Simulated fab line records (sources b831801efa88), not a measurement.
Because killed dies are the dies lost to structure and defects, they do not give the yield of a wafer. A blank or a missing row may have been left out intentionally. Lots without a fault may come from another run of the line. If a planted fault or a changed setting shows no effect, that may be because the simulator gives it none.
2 desks looking at one fault + flow sky130 + each desk has only its own numbers; what lay behind them comes last

TOOL OWNER'S DESK, rie diel-01
The tool's own readings at SKY_SONOS_ONO_ETCH_15 (etches the open film in CHF3/O2, target depth 19.52 nm, time 7.8 s): means of the sampled wafers that have a number, for each lot that ran on this tool. If a lot's mean is further than 4 standard deviations from the usual mean, the lot is out of limits and carries the mark OUT (the distance appears in the brackets).
Columns: A = bias w at SKY_SONOS_ONO_ETCH_15, usual 200.1 W; B = drypump motor current A at SKY_SONOS_ONO_ETCH_15, usual 5.7 A; C = oes product au at SKY_SONOS_ONO_ETCH_15, usual 0.995 a.u.; D = rf fwd power W at SKY_SONOS_ONO_ETCH_15, usual 588 W; E = throttle valve pct at SKY_SONOS_ONO_ETCH_15, usual 8.824 %
| lot  | first seen here | A     | B   | C     | D   | E     |
|------|-----------------|-------|-----|-------|-----|-------|
| L508 | day 14 04:05    | 200.8 | 5.5 | 1.003 | 589 | 8.828 |
| L509 | day 14 10:03    | 200.1 | 5.5 | 1.012 | 592 | 8.826 |
| L514 | day 15 17:45    | 199.8 | 5.9 | 1.000 | 587 | 8.824 |
| L522 | day 18 17:33    | 200.5 | 5.5 | 0.991 | 592 | 8.809 |
Result from this desk: across the 4 lots, nothing is out of limits.

FROM THE METROLOGY DESK
What the gauges read, lot by lot, whatever tool the lot ran on: means of the sampled wafers that have a number. If a lot's mean is further than 4 standard deviations from the usual mean, the lot is out of limits and carries the mark OUT (the distance appears in the brackets).
Columns: A = VT_ADJUST_HVTP_OVL at SKY_VT_ADJUST_HVTP_OVL_MEAS_08, usual -0.7 nm; B = VT_ADJUST_LVTN_01_OVL at SKY_VT_ADJUST_LVTN_OVL_MEAS_18, usual -0.3 nm
| lot  | first seen here | A    | B    |
|------|-----------------|------|------|
| L504 | day 6 02:28     | -1.5 | -0.2 |
| L506 | day 6 18:25     | -0.7 | 0.5  |
| L507 | day 6 23:55     | 3.2  | -0.1 |
| L508 | day 7 05:10     | -0.6 | 0.9  |
| L509 | day 7 10:18     | -0.8 | 1.2  |
| L511 | day 7 22:49     | 0.3  | -0.1 |
| L513 | day 8 07:22     | -1.0 | 0.4  |
| L514 | day 8 15:34     | 0.9  | -1.5 |
| L515 | day 8 21:28     | -0.7 | -1.3 |
| L522 | day 10 21:25    | -2.4 | -0.9 |
| L526 | day 12 00:00    | -0.4 | 0.5  |
Result from this desk: across the 11 lots, nothing is out of limits.

ALL TOGETHER
The tool owner's desk saw nothing out of limits.
At the metrology desk, nothing out of limits was observed.

WHAT THE SIMULATOR HAD PUT IN
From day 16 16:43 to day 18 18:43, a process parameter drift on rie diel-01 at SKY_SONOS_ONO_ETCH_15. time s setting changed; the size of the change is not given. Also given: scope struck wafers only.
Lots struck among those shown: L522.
